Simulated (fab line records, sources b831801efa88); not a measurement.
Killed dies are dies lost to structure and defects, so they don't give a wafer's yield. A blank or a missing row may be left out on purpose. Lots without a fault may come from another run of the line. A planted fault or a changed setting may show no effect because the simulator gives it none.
Which tool did it? | flow gf180mcu | 6 lots, 18 wafers sampled, at 2 steps of a route of 602

WHAT THE GAUGES READ, wafer by wafer
GF_HV_LDD_RS_MEAS_53: measures by four-point-probe.
lot  | measured     | on            | HV_LDD_RS (ohm/sq)
L162 | day 12 20:10 | film_metro-04 | 419.0 419.1 419.2
L166 | day 14 06:13 | film_metro-04 | 419.0 419.2 418.4
L168 | day 15 00:52 | film_metro-02 | 418.5 419.5 419.0
L178 | day 18 04:36 | film_metro-01 | 445.0 445.0 445.9
L180 | day 19 04:09 | film_metro-01 | 445.1 444.7 444.4
L182 | day 19 13:20 | film_metro-04 | 419.8 418.6 418.4

WHICH TOOL RAN EACH LOT (tool, then ch and the chambers of the sampled wafers, then the start)
lot  | GF_HV_LDD_IMPLANT_09
L162 | implanter-02 ch 0, day 10 08:58
L166 | implanter-03 ch 0, day 11 16:23
L168 | implanter-03 ch 0, day 12 09:32
L178 | implanter-02 ch 0, day 15 08:11
L180 | implanter-02 ch 0, day 16 05:05
L182 | implanter-03 ch 0, day 16 13:29
- GF_HV_LDD_IMPLANT_09

THE ANSWER, worked out from the rows above alone
Rule: what is usual is taken from the lots themselves. Put in order of their means at a reading, lots are off if they are a third of the lots or fewer, leave a main group of 4 or more, and stand apart from it by a gap of 3 or more times the standard deviation of the main group's means; of several such gaps the widest counts. A main group whose means are all the same, to the digits that the tables above print for the reading, isn't used. A lot without any number at a reading at which 4 lots or more have one is off too. The other lots that the step has rows for count as sound.
Off: L178, L180, at GF_HV_LDD_RS_MEAS_53 (HV_LDD_RS). The main group: mean 419.0 ohm/sq, standard deviation 0.086.
A tool fits if, at a process step before that reading, it ran every lot that is off, and no sound lot after the first of them. The gauges at GF_HV_LDD_RS_MEAS_53 are tried like those tools. Can't be told from this: 2 tools fit, implanter-02 at GF_HV_LDD_IMPLANT_09, film_metro-01 at GF_HV_LDD_RS_MEAS_53.

WHAT THE SIMULATOR HAD PUT IN
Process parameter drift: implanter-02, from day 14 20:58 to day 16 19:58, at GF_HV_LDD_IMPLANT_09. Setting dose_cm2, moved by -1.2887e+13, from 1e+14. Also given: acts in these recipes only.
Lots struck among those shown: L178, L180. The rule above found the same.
